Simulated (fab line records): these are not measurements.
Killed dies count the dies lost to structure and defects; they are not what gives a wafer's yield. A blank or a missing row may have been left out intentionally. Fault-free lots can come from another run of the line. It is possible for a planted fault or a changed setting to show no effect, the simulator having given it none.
fab line records    flow sky130
record lots=12  wafers=36  last-day=50
route steps=708 shown NWELL@34 DNWELL@44 VT_ADJUST_LVTN@100 VT_ADJUST_NCORE@127 PAD_OPEN@708
lots untouched by any fault: they come from a run of this same line in which no faults occurred
start-h: hours from the record's opening day to when the first of the lot's shown wafers began    wait-h: hours since the lot's step before    " unchanged from the row above    L1.1+2: one row covering several wafers at once    - no value present, or no start provided    * or withheld: withheld    < > ~ a bound
route shown NAME@n: a module of which the file shows steps, and the number in the route of the first    usual: mean/standard deviation taken from wafers without a fault    same: alike in all rows    chamber/n: place in a boat    sites: readings site by site    _std_site: the values' standard deviation    _edge_site: outer sites' mean less inner sites'    radius-mm: how far each site lies from the wafer's centre    mask NAME#n: copy n    behind: the tool/chamber that last shaped the wafer    hold: why the lot went on hold/how many hours it stayed there/how the hold came to an end    device: whichever transistor did not switch (one of n, p or np)    end of line: the same wafers' tests at the end of the route    a step with no rows: only its recipe    killed: the dies lost at the first sort to structure and to defects; this is not the yield of the wafer    map: dies across one wafer; x = killed, . = not, _ = none there
set.NAME: the setting the step ran with; set.NAME@STEP: the setting that earlier step ran with    model.NAME: the simulator's own value behind a step, which no gauge read
route steps across a sampled set of lots; one table per step, one row per wafer
services: the hour from which a tool's chamber was out of use, counted from the record's first day as start-h (under 0 if before that day), plus the number of hours and why
## steps
# step SKY_NWELL_THK_MEAS_02
# recipe reads=SiO2_of_NWELL_OXIDATION_01
# usual NWELL_OXIDATION_THK=10.00/0.17
lot.wafer  tool           chamber  start-h  wait-h  NWELL_OXIDATION_THK[nm]
L333.2     film-metro-04  -        42.15    0.0     10.03
L333.3     "              -        "        "       9.98
L333.4     "              -        "        "       9.87
L334.2     film-metro-01  -        48.04    0.0     9.95
L334.4     "              -        "        "       9.95
L334.5     "              -        "        "       9.96
L335.2     film-metro-02  -        55.60    0.0     10.06
L335.3     "              -        "        "       10.07
L335.5     "              -        "        "       10.35
L337.2     film-metro-02  -        62.29    0.0     10.07
L337.4     "              -        "        "       10.07
L337.5     "              -        "        "       10.03
L338.3     film-metro-02  -        68.87    0.0     9.96
L338.4     "              -        "        "       9.86
L338.5     "              -        "        "       9.92
L339.3     film-metro-02  -        71.85    0.0     9.73
L339.4     "              -        "        "       9.91
L339.6     "              -        "        "       9.83
L342.1     film-metro-01  -        91.60    0.0     9.84
L342.3     "              -        "        "       9.85
L342.5     "              -        "        "       9.68
L343.1     film-metro-01  -        97.27    0.0     9.84
L343.4     "              -        "        "       9.77
L343.6     "              -        "        "       9.63
L351.1     film-metro-04  -        143.50   0.0     10.17
L351.2     "              -        "        "       10.24
L351.6     "              -        "        "       10.14
L353.1     film-metro-04  -        148.58   0.0     9.85
L353.3     "              -        "        "       9.78
L353.5     "              -        "        "       9.90
L354.1     film-metro-04  -        152.84   0.0     9.92
L354.5     "              -        "        "       10.04
L354.6     "              -        "        "       9.90
L355.2     film-metro-02  -        155.60   0.0     10.16
L355.3     "              -        "        "       10.12
L355.4     "              -        "        "       9.99
# step SKY_DNWELL_TW_MEAS_09
# usual DNWELL_TW=1098/17
lot.wafer  tool           chamber  start-h  wait-h  DNWELL_TW
L333.2     film-metro-02  -        58.66    0.1     1099
L333.3     "              -        "        "       1095
L333.4     "              -        "        "       1088
L334.2     film-metro-01  -        65.16    0.1     1090
L334.4     "              -        "        "       1084
L334.5     "              -        "        "       1097
L335.2     film-metro-02  -        72.59    0.1     1093
L335.3     "              -        "        "       1097
L335.5     "              -        "        "       1098
L337.2     film-metro-02  -        79.36    0.1     1085
L337.4     "              -        "        "       1084
L337.5     "              -        "        "       1086
L338.3     film-metro-04  -        86.60    0.1     1140
L338.4     "              -        "        "       1133
L338.5     "              -        "        "       1136
L339.3     film-metro-01  -        89.95    0.1     1091
L339.4     "              -        "        "       1091
L339.6     "              -        "        "       1096
L342.1     film-metro-01  -        109.97   0.1     1095
L342.3     "              -        "        "       1092
L342.5     "              -        "        "       1091
L343.1     film-metro-02  -        115.90   0.1     1077
L343.4     "              -        "        "       1079
L343.6     "              -        "        "       1084
L351.1     film-metro-02  -        163.51   0.1     1081
L351.2     "              -        "        "       1086
L351.6     "              -        "        "       1080
L353.1     film-metro-01  -        169.40   0.1     1096
L353.3     "              -        "        "       1103
L353.5     "              -        "        "       1100
L354.1     film-metro-04  -        173.15   0.1     1132
L354.5     "              -        "        "       1131
L354.6     "              -        "        "       1138
L355.2     film-metro-02  -        176.68   0.1     1085
L355.3     "              -        "        "       1089
L355.4     "              -        "        "       1091
# step SKY_VT_ADJUST_LVTN_SOFTBAKE_03
# recipe temp-c=110  time-s=withheld
# usual chill-plate-temp-C=23.00/0.093  heater-power-total-W=65.34/0.13  plate-temp-C=109.98/0.13  resist-line-temp-C=22.99/0.1
lot.wafer  tool            chamber  start-h  wait-h  chill-plate-temp-C  heater-power-total-W  plate-temp-C  resist-line-temp-C
L333.2     litho-track-01  0        141.08   0.1     23.08               65.18                 110.03        22.99
L333.3     "               0        "        "       23.15               65.24                 109.92        22.97
L333.4     "               0        "        "       23.05               65.37                 109.88        23.11
L334.2     litho-track-04  0        147.76   0.1     22.96               65.28                 110.02        22.92
L334.4     "               0        "        "       23.08               65.33                 110.03        22.83
L334.5     "               0        "        "       23.02               65.42                 110.03        22.87
L335.2     litho-track-01  0        157.13   0.1     23.11               65.20                 109.57        23.10
L335.3     "               0        "        "       22.98               65.10                 109.76        23.06
L335.5     "               0        "        "       22.97               65.29                 109.74        23.06
L337.2     litho-track-04  0        164.31   0.1     23.11               65.60                 109.90        22.92
L337.4     "               0        "        "       23.02               65.51                 109.91        22.93
L337.5     "               0        "        "       22.97               65.58                 110.10        22.86
L338.3     litho-track-01  0        171.41   0.1     22.95               65.20                 109.83        22.83
L338.4     "               0        "        "       23.10               65.04                 109.92        22.95
L338.5     "               0        "        "       22.97               65.24                 110.03        22.86
L339.3     litho-track-03  0        177.87   0.1     23.07               65.32                 109.93        22.97
L339.4     "               0        "        "       23.01               65.37                 110.11        22.89
L339.6     "               0        "        "       22.92               65.20                 110.13        22.95
L342.1     litho-track-04  0        201.48   0.1     23.07               65.26                 110.03        23.11
L342.3     "               0        "        "       23.09               65.42                 109.97        23.14
L342.5     "               0        "        "       23.09               65.17                 110.15        23.03
L343.1     litho-track-04  0        208.53   0.1     23.06               65.37                 109.88        23.05
L343.4     "               0        "        "       23.05               65.20                 109.95        22.91
L343.6     "               0        "        "       23.12               65.35                 110.10        22.90
L351.1     litho-track-04  0        260.78   0.1     23.11               58.60                 101.38        23.19
L351.2     "               0        "        "       23.12               58.68                 101.18        23.03
L351.6     "               0        "        "       23.01               58.42                 101.30        23.03
L353.1     litho-track-04  0        269.98   0.1     22.97               58.44                 101.43        23.18
L353.3     "               0        "        "       22.93               58.67                 101.37        23.10
L353.5     "               0        "        "       22.97               58.61                 101.36        23.16
L354.1     litho-track-01  0        272.90   0.1     23.07               65.28                 110.05        23.15
L354.5     "               0        "        "       23.03               65.19                 110.14        22.96
L354.6     "               0        "        "       23.03               65.31                 109.92        23.03
L355.2     litho-track-03  0        278.94   0.1     22.94               65.45                 109.89        22.85
L355.3     "               0        "        "       23.07               65.53                 109.96        22.85
L355.4     "               0        "        "       23.08               65.25                 109.94        22.92
# step SKY_VT_ADJUST_LVTN_STRIP_09
# recipe chemistry=O2/N2  power-w=1400  pressure-mtorr=1500  platen-temp-c=withheld  o2-flow-sccm=3000  n2-flow-sccm=300  overash-fraction=0.5
# usual chamber-pressure-mTorr=1500.1/1.4  drypump-motor-current-A=5.68/0.3  oes-product-au=0.723/0.0042  strip-time-to-endpoint-s=36.91/0.099
# same overash-fraction=0.5
lot.wafer  tool             chamber  start-h  wait-h  chamber-pressure-mTorr  drypump-motor-current-A  oes-product-au  rf-hours-counter-h  strip-time-to-endpoint-s
L333.2     plasma-asher-03  1        150.32   0.1     1501.8                  5.98                     0.723           34                  37.01
L333.3     "                0        "        "       1500.0                  5.03                     0.726           -                   37.05
L333.4     "                1        "        "       1500.2                  6.00                     0.717           -                   37.06
L334.2     plasma-asher-03  1        158.47   0.1     1498.3                  6.02                     0.723           35                  36.96
L334.4     "                0        "        "       1498.9                  5.07                     0.728           -                   36.83
L334.5     "                1        "        "       1501.2                  6.01                     0.722           -                   36.83
L335.2     plasma-asher-04  0        167.48   0.1     1500.7                  5.97                     0.716           5                   36.99
L335.3     "                1        "        "       1501.0                  5.69                     0.723           -                   37.03
L335.5     "                1        "        "       1500.4                  5.69                     0.723           -                   37.04
L337.2     plasma-asher-03  1        175.67   0.1     1499.3                  6.01                     0.724           37                  36.92
L337.4     "                1        "        "       1502.7                  6.04                     0.720           -                   36.91
L337.5     "                0        "        "       1500.3                  5.05                     0.724           -                   36.80
L338.3     plasma-asher-04  0        182.47   0.1     1500.5                  5.98                     0.719           -                   37.16
L338.4     "                1        "        "       1498.5                  5.68                     0.718           -                   37.12
L338.5     "                1        "        "       1500.6                  5.66                     0.725           -                   37.09
L339.3     plasma-asher-02  1        188.27   0.1     1496.4                  5.84                     0.730           -                   37.03
L339.4     "                0        "        "       1498.0                  5.60                     0.723           -                   36.90
L339.6     "                0        "        "       1497.8                  5.64                     0.729           -                   36.91
L342.1     plasma-asher-02  1        211.52   0.2     1498.2                  5.77                     0.724           55                  36.95
L342.3     "                0        "        "       1500.0                  5.61                     0.725           -                   36.96
L342.5     "                0        "        "       1500.7                  5.58                     0.717           -                   36.97
L343.1     plasma-asher-03  0        219.19   0.1     1500.9                  5.05                     0.722           43                  37.05
L343.4     "                1        "        "       1500.7                  6.01                     0.720           -                   37.05
L343.6     "                0        "        "       1500.6                  5.07                     0.721           -                   36.94
L351.1     plasma-asher-02  1        273.64   0.1     1501.6                  5.77                     0.721           62                  37.72
L351.2     "                0        "        "       1500.0                  5.60                     0.727           62                  37.82
L351.6     "                1        "        "       1499.3                  5.75                     0.728           -                   37.64
L353.1     plasma-asher-02  1        282.49   0.1     1498.7                  5.80                     0.727           63                  37.68
L353.3     "                0        "        "       1502.1                  5.62                     0.725           -                   37.70
L353.5     "                1        "        "       1500.6                  5.81                     0.730           -                   37.78
L354.1     plasma-asher-02  0        285.28   0.1     1497.5                  5.59                     0.727           64                  36.93
L354.5     "                1        "        "       1498.7                  5.73                     0.716           -                   36.90
L354.6     "                0        "        "       1499.7                  5.58                     0.719           -                   36.93
L355.2     plasma-asher-04  0        291.50   0.1     1501.9                  5.99                     0.717           10                  36.81
L355.3     "                0        "        "       1499.9                  6.01                     0.721           -                   36.92
L355.4     "                1        "        "       1499.8                  5.71                     0.726           -                   36.95
# step SKY_VT_ADJUST_NCORE_OVL_MEAS_08
# usual VT_ADJUST_NCORE_OVL=-0.3/1.3
lot.wafer  tool        chamber  start-h  wait-h  VT_ADJUST_NCORE_OVL[nm]
L333.2     overlay-02  -        191.66   0.1     -1.8
L333.3     "           -        "        "       -2.9
L333.4     "           -        "        "       -1.4
L334.2     overlay-01  -        200.16   0.1     0.2
L334.4     "           -        "        "       -0.3
L334.5     "           -        "        "       0.1
L335.2     overlay-02  -        209.31   0.1     -2.1
L335.3     "           -        "        "       -2.8
L335.5     "           -        "        "       -1.7
L337.2     overlay-02  -        216.91   0.1     1.9
L337.4     "           -        "        "       0.7
L337.5     "           -        "        "       2.0
L338.3     overlay-02  -        224.21   0.1     1.2
L338.4     "           -        "        "       -0.2
L338.5     "           -        "        "       -0.3
L339.3     overlay-02  -        231.35   0.1     1.4
L339.4     "           -        "        "       2.9
L339.6     "           -        "        "       1.2
L342.1     overlay-01  -        257.30   0.1     -0.6
L342.3     "           -        "        "       -1.6
L342.5     "           -        "        "       0.7
L343.1     overlay-02  -        266.42   0.1     -1.2
L343.4     "           -        "        "       0.4
L343.6     "           -        "        "       -0.2
L351.1     overlay-02  -        324.17   0.1     -0.5
L351.2     "           -        "        "       0.0
L351.6     "           -        "        "       -0.9
L353.1     overlay-02  -        335.02   0.1     -0.2
L353.3     "           -        "        "       -0.5
L353.5     "           -        "        "       1.4
L354.1     overlay-01  -        337.20   0.1     1.4
L354.5     "           -        "        "       -0.4
L354.6     "           -        "        "       0.0
L355.2     overlay-01  -        343.32   0.1     -0.8
L355.3     "           -        "        "       0.5
L355.4     "           -        "        "       0.2
# step SKY_PAD_OPEN_PROBE_99
# usual killed_at_M0_to_M3=43/7.5  killed_at_M4_up=3.2/1.9  killed-at-contacts=24/4.9  killed-at-front-end=15/4.3  killed-at-other=0.4/0.72  killed-dies=86/9.1  killed-open=47/6.5  killed-short=39/6.5
# same gross-dies=492  killed-at-back-side=0
lot.wafer  tool       chamber  start-h  wait-h  killed_at_M0_to_M3  killed_at_M4_up  killed-at-contacts  killed-at-front-end  killed-at-other  killed-dies  killed-open  killed-short
L333.2     prober-01  -        1092.26  0.1     43                  5                33                  11                   0                92           49           43
L333.3     prober-01  -        1092.31  0.2     55                  5                22                  10                   0                92           47           44
L333.4     prober-01  -        1092.36  0.2     44                  2                31                  21                   0                98           49           47
L334.2     prober-02  -        1101.00  0.1     31                  4                21                  16                   1                73           38           34
L334.4     prober-02  -        1101.10  0.2     41                  3                25                  16                   0                85           39           46
L334.5     prober-02  -        1101.15  0.2     35                  0                19                  18                   0                72           37           33
L335.2     prober-01  -        1113.16  0.1     38                  4                30                  15                   0                87           48           39
L335.3     prober-01  -        1113.21  0.2     41                  3                27                  28                   0                99           52           47
L335.5     prober-01  -        1113.31  0.2     42                  4                18                  17                   0                81           47           33
L337.2     prober-02  -        1113.90  0.1     43                  3                18                  10                   0                74           44           30
L337.4     prober-02  -        1114.00  0.2     44                  5                33                  19                   3                104          62           41
L337.5     prober-02  -        1114.05  0.2     50                  2                30                  10                   0                92           47           45
L338.3     prober-02  -        1123.52  0.2     36                  0                27                  17                   3                83           49           34
L338.4     prober-02  -        1123.57  0.2     49                  3                23                  13                   0                88           44           44
L338.5     prober-02  -        1123.62  0.2     38                  6                31                  15                   0                90           47           43
L339.3     prober-01  -        1132.51  0.2     45                  2                27                  24                   0                98           46           51
L339.4     prober-01  -        1132.56  0.2     52                  5                21                  26                   1                105          49           54
L339.6     prober-01  -        1132.66  0.2     44                  1                21                  20                   1                87           44           42
L342.1     prober-02  -        1150.99  0.1     47                  2                24                  15                   1                89           56           33
L342.3     prober-02  -        1151.09  0.2     40                  5                20                  10                   1                76           43           33
L342.5     prober-02  -        1151.19  0.2     45                  2                22                  9                    0                78           50           28
L343.1     prober-01  -        1155.56  0.1     41                  3                30                  12                   0                86           50           34
L343.4     prober-01  -        1155.71  0.2     45                  2                18                  11                   0                76           45           30
L343.6     prober-01  -        1155.81  0.2     44                  6                9                   16                   1                76           46           30
L351.1     prober-02  -        1192.61  0.1     49                  5                21                  19                   1                95           52           43
L351.2     prober-02  -        1192.66  0.1     36                  3                29                  20                   0                88           47           41
L351.6     prober-02  -        1192.86  0.2     45                  5                25                  12                   0                87           44           43
L353.1     prober-01  -        1200.80  0.1     49                  5                26                  15                   0                95           56           38
L353.3     prober-01  -        1200.90  0.2     56                  2                27                  9                    0                94           57           37
L353.5     prober-01  -        1201.00  0.2     48                  7                20                  12                   0                87           40           47
L354.1     prober-02  -        1206.39  0.1     44                  3                33                  12                   1                93           57           34
L354.5     prober-02  -        1206.59  0.2     32                  4                20                  14                   3                73           35           36
L354.6     prober-02  -        1206.64  0.2     33                  5                20                  16                   0                74           35           39
L355.2     prober-01  -        1207.95  0.1     43                  1                26                  17                   2                89           44           45
L355.3     prober-01  -        1208.00  0.2     58                  2                25                  13                   0                98           56           42
L355.4     prober-01  -        1208.05  0.2     46                  1                33                  7                    0                87           49           37
# killed by level:class
L333.2 CONTACT:geometric-particle:open=13 VIA1:geometric-particle:open=10 LI_CONTACT:geometric-particle:open=9 VIA1:geometric-particle:short=6 VIA2:geometric-particle:open=6 VIA3:geometric-particle:open=5 LOCAL_INTERCONNECT:geometric-particle:short=5 METAL2:geometric-particle:short=4
L333.3 VIA2:geometric-particle:open=10 LI_CONTACT:geometric-particle:open=8 METAL1:geometric-particle:short=7 VIA1:geometric-particle:open=7 METAL2:geometric-particle:short=7 CONTACT:geometric-particle:open=4 POLY_GATE:geometric-particle:short=4 CONTACT:geometric-particle:short=4
L333.4 CONTACT:geometric-particle:open=13 VIA1:geometric-particle:open=10 LI_CONTACT:geometric-particle:open=7 VIA1:geometric-particle:short=6 VIA2:geometric-particle:open=6 FIELD_ISO:geometric-particle:short=5 METAL2:geometric-particle:short=5 FIELD_ISO:geometric-particle:open=5
L334.2 LI_CONTACT:geometric-particle:open=7 VIA1:geometric-particle:short=7 CONTACT:geometric-particle:open=6 VIA1:geometric-particle:open=6 METAL2:geometric-particle:short=5 VIA2:geometric-particle:open=5 FIELD_ISO:geometric-particle:open=4 FIELD_ISO:geometric-particle:short=4
L334.4 CONTACT:geometric-particle:open=12 VIA3:geometric-particle:open=9 FIELD_ISO:geometric-particle:short=6 CONTACT:geometric-particle:short=6 METAL1:geometric-particle:short=6 VIA1:geometric-particle:short=6 VIA1:geometric-particle:open=5 VIA3:geometric-particle:short=5
L334.5 CONTACT:geometric-particle:open=11 VIA1:geometric-particle:open=9 METAL1:geometric-particle:short=7 VIA2:geometric-particle:open=5 FIELD_ISO:geometric-particle:open=4 FIELD_ISO:geometric-particle:short=4 POLY_GATE:geometric-particle:short=4 VIA1:geometric-particle:short=3
L335.2 LI_CONTACT:geometric-particle:open=9 CONTACT:geometric-particle:open=9 LOCAL_INTERCONNECT:geometric-particle:short=8 VIA2:geometric-particle:open=8 FIELD_ISO:geometric-particle:open=6 VIA1:geometric-particle:open=5 METAL2:geometric-particle:short=5 VIA3:geometric-particle:open=5
L335.3 METAL2:geometric-particle:short=11 CONTACT:geometric-particle:open=10 VIA1:geometric-particle:open=7 FIELD_ISO:geometric-particle:open=6 POLY_GATE:geometric-particle:open=6 VIA1:geometric-particle:short=5 LI_CONTACT:geometric-particle:open=5 VIA2:geometric-particle:open=5
L335.5 VIA1:geometric-particle:open=14 VIA2:geometric-particle:open=7 VIA3:geometric-particle:open=6 POLY_GATE:geometric-particle:short=5 CONTACT:geometric-particle:open=5 FIELD_ISO:geometric-particle:short=4 LI_CONTACT:geometric-particle:open=4 LOCAL_INTERCONNECT:geometric-particle:short=3
L337.2 VIA1:geometric-particle:open=12 CONTACT:geometric-particle:open=7 VIA2:geometric-particle:open=7 LOCAL_INTERCONNECT:geometric-particle:short=5 METAL1:geometric-particle:short=5 POLY_GATE:geometric-particle:open=4 VIA1:geometric-particle:short=4 METAL2:geometric-particle:short=4
L337.4 CONTACT:geometric-particle:open=19 VIA3:geometric-particle:open=11 VIA1:geometric-particle:open=10 FIELD_ISO:geometric-particle:short=7 VIA2:geometric-particle:open=6 LI_CONTACT:geometric-particle:open=5 CONTACT:geometric-particle:short=5 METAL1:geometric-particle:short=5
L337.5 VIA1:geometric-particle:open=12 CONTACT:geometric-particle:open=10 VIA2:geometric-particle:open=8 LI_CONTACT:geometric-particle:open=7 CONTACT:geometric-particle:short=7 METAL2:geometric-particle:short=6 VIA2:geometric-particle:short=5 VIA3:geometric-particle:open=5
L338.3 VIA3:geometric-particle:open=10 CONTACT:geometric-particle:open=10 VIA1:geometric-particle:open=7 VIA1:geometric-particle:short=7 LI_CONTACT:geometric-particle:open=6 FIELD_ISO:geometric-particle:short=5 METAL2:geometric-particle:short=5 LOCAL_INTERCONNECT:geometric-particle:open=4
L338.4 VIA3:geometric-particle:open=11 CONTACT:geometric-particle:short=7 VIA2:geometric-particle:open=6 METAL2:geometric-particle:short=5 VIA1:geometric-particle:short=5 LI_CONTACT:geometric-particle:open=5 CONTACT:geometric-particle:open=5 METAL1:geometric-particle:short=5
L338.5 CONTACT:geometric-particle:open=12 VIA1:geometric-particle:open=11 VIA2:geometric-particle:open=7 LI_CONTACT:geometric-particle:short=6 FIELD_ISO:geometric-particle:short=5 POLY_GATE:geometric-particle:short=5 LI_CONTACT:geometric-particle:open=5 CONTACT:geometric-particle:short=5
L339.3 VIA1:geometric-particle:open=13 FIELD_ISO:geometric-particle:short=12 LI_CONTACT:geometric-particle:open=7 METAL2:geometric-particle:short=6 LOCAL_INTERCONNECT:geometric-particle:short=6 METAL3:geometric-particle:short=6 VIA3:geometric-particle:open=6 CONTACT:geometric-particle:short=5
L339.4 VIA1:geometric-particle:open=13 METAL2:geometric-particle:short=12 METAL1:geometric-particle:short=9 FIELD_ISO:geometric-particle:open=8 LI_CONTACT:geometric-particle:open=7 CONTACT:geometric-particle:open=5 VIA2:geometric-particle:open=5 VIA3:geometric-particle:open=5
L339.6 VIA1:geometric-particle:open=10 FIELD_ISO:geometric-particle:short=8 CONTACT:geometric-particle:open=7 LI_CONTACT:geometric-particle:open=7 METAL1:geometric-particle:short=7 VIA1:geometric-particle:short=6 CONTACT:geometric-particle:short=5 VIA2:geometric-particle:open=5
L342.1 VIA1:geometric-particle:open=12 LI_CONTACT:geometric-particle:open=10 CONTACT:geometric-particle:open=8 VIA3:geometric-particle:open=7 VIA1:geometric-particle:short=6 VIA2:geometric-particle:open=6 METAL2:geometric-particle:short=5 FIELD_ISO:geometric-particle:open=4
L342.3 VIA1:geometric-particle:open=10 VIA3:geometric-particle:open=6 VIA2:geometric-particle:open=6 POLY_GATE:geometric-particle:open=5 LI_CONTACT:geometric-particle:open=5 CONTACT:geometric-particle:open=5 CONTACT:geometric-particle:short=4 VIA3:geometric-particle:short=4
L342.5 VIA1:geometric-particle:open=19 CONTACT:geometric-particle:open=8 VIA2:geometric-particle:open=8 LI_CONTACT:geometric-particle:open=7 FIELD_ISO:geometric-particle:short=5 METAL2:geometric-particle:short=4 VIA1:geometric-particle:short=4 LOCAL_INTERCONNECT:geometric-particle:short=3
L343.1 CONTACT:geometric-particle:open=13 VIA3:geometric-particle:open=8 VIA1:geometric-particle:open=7 LI_CONTACT:geometric-particle:open=7 METAL2:geometric-particle:short=6 VIA3:geometric-particle:short=5 METAL1:geometric-particle:short=5 FIELD_ISO:geometric-particle:open=4
L343.4 VIA1:geometric-particle:open=11 VIA2:geometric-particle:open=8 LI_CONTACT:geometric-particle:open=6 VIA3:geometric-particle:open=5 FIELD_ISO:geometric-particle:short=4 METAL1:geometric-particle:short=4 VIA2:geometric-particle:short=4 LOCAL_INTERCONNECT:geometric-particle:short=3
L343.6 VIA1:geometric-particle:open=15 FIELD_ISO:geometric-particle:open=5 VIA3:geometric-particle:open=5 CONTACT:geometric-particle:open=5 VIA2:geometric-particle:short=5 VIA2:geometric-particle:open=5 VIA3:geometric-particle:short=5 POLY_GATE:geometric-particle:open=3
L351.1 METAL1:geometric-particle:short=10 CONTACT:geometric-particle:open=9 VIA2:geometric-particle:open=9 VIA1:geometric-particle:open=8 VIA3:geometric-particle:open=8 FIELD_ISO:geometric-particle:short=6 FIELD_ISO:geometric-particle:open=5 METAL2:geometric-particle:short=4
L351.2 CONTACT:geometric-particle:open=11 VIA1:geometric-particle:open=7 FIELD_ISO:geometric-particle:short=6 METAL1:geometric-particle:short=6 FIELD_ISO:geometric-particle:open=5 LI_CONTACT:geometric-particle:short=5 LI_CONTACT:geometric-particle:open=5 LOCAL_INTERCONNECT:geometric-particle:short=5
L351.6 CONTACT:geometric-particle:open=8 VIA3:geometric-particle:open=8 CONTACT:geometric-particle:short=7 VIA2:geometric-particle:open=7 VIA3:geometric-particle:short=7 METAL2:geometric-particle:short=6 LI_CONTACT:geometric-particle:open=6 FIELD_ISO:geometric-particle:open=4
L353.1 CONTACT:geometric-particle:open=14 VIA3:geometric-particle:open=13 VIA1:geometric-particle:open=10 LI_CONTACT:geometric-particle:open=5 VIA2:geometric-particle:open=5 LOCAL_INTERCONNECT:geometric-particle:short=5 METAL4:geometric-particle:short=4 METAL3:geometric-particle:short=4
L353.3 VIA1:geometric-particle:open=15 CONTACT:geometric-particle:open=14 VIA3:geometric-particle:open=10 METAL2:geometric-particle:short=6 VIA2:geometric-particle:open=6 CONTACT:geometric-particle:short=5 LOCAL_INTERCONNECT:geometric-particle:short=4 METAL1:geometric-particle:short=4
L353.5 LI_CONTACT:geometric-particle:open=8 VIA2:geometric-particle:open=8 VIA3:geometric-particle:open=8 POLY_GATE:geometric-particle:short=7 METAL1:geometric-particle:short=7 VIA1:geometric-particle:open=7 METAL2:geometric-particle:short=7 CONTACT:geometric-particle:short=6
L354.1 CONTACT:geometric-particle:open=17 VIA1:geometric-particle:open=12 LI_CONTACT:geometric-particle:open=6 POLY_GATE:geometric-particle:open=5 LOCAL_INTERCONNECT:geometric-particle:short=5 VIA1:geometric-particle:short=5 VIA3:geometric-particle:open=5 VIA2:geometric-particle:open=5
L354.5 CONTACT:geometric-particle:open=10 VIA1:geometric-particle:open=7 POLY_GATE:geometric-particle:short=6 VIA3:geometric-particle:open=6 METAL2:geometric-particle:short=5 CONTACT:geometric-particle:short=4 METAL1:geometric-particle:short=4 POLY_GATE:geometric-particle:open=3
L354.6 CONTACT:geometric-particle:open=10 FIELD_ISO:geometric-particle:open=8 METAL1:geometric-particle:short=7 CONTACT:geometric-particle:short=6 VIA3:geometric-particle:open=5 METAL4:geometric-particle:short=5 VIA1:geometric-particle:open=4 VIA2:geometric-particle:short=4
L355.2 FIELD_ISO:geometric-particle:short=10 CONTACT:geometric-particle:open=10 METAL1:geometric-particle:short=9 VIA1:geometric-particle:open=9 CONTACT:geometric-particle:short=8 METAL2:geometric-particle:short=6 LI_CONTACT:geometric-particle:open=5 VIA3:geometric-particle:open=4
L355.3 VIA1:geometric-particle:open=13 CONTACT:geometric-particle:open=13 METAL1:geometric-particle:short=10 VIA3:geometric-particle:open=9 VIA1:geometric-particle:short=7 FIELD_ISO:geometric-particle:short=5 LI_CONTACT:geometric-particle:open=5 LI_CONTACT:geometric-particle:short=4
L355.4 LI_CONTACT:geometric-particle:open=14 VIA1:geometric-particle:open=13 METAL2:geometric-particle:short=9 VIA2:geometric-particle:open=8 LOCAL_INTERCONNECT:geometric-particle:short=6 LI_CONTACT:geometric-particle:short=5 CONTACT:geometric-particle:open=5 METAL1:geometric-particle:short=4
## services
tool             chamber  start-h  hours  kind
plasma-asher-04  0        117.75   -      clean
plasma-asher-04  1        117.75   -      clean
plasma-asher-04  -        187.45   57.9   repair
plasma-asher-04  -        253.38   13.3   repair
## key
first-sign step=SKY_VT_ADJUST_LVTN_SOFTBAKE_03  reading=plate-temp-C  direction=down  sigmas=67  usual=*  struck=*
effect step=SKY_VT_ADJUST_LVTN_SOFTBAKE_03  reading=heater-power-total-W  direction=down  sigmas=50  usual=*  struck=*
effect step=SKY_VT_ADJUST_LVTN_STRIP_09  reading=strip-time-to-endpoint-s  direction=up  sigmas=8.2  usual=*  struck=*
met-at SKY_VT_ADJUST_LVTN_SOFTBAKE_03
struck-lots L351,L353
tester-left-out L351,L353
not-acting-at SKY_NWELL_THK_MEAS_02,SKY_DNWELL_TW_MEAS_09,SKY_VT_ADJUST_NCORE_OVL_MEAS_08
onset-between 208.53 260.78
fault kind=process-parameter-drift  tool=litho-track-04  chamber=-  onset-h=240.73  steps=SKY_VT_ADJUST_LVTN_SOFTBAKE_03  channel=temp-c  offset=*  shape=step  end-h=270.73  acts-in=*  stated=*
# tester-left-out: of these lots the tester's yield and bins aren't shown, on N5 and GAA mostly nor the transistor test; their killed dies are dies lost to structure and defects alone, not to doping, threshold or leakage, so they don't give the yield
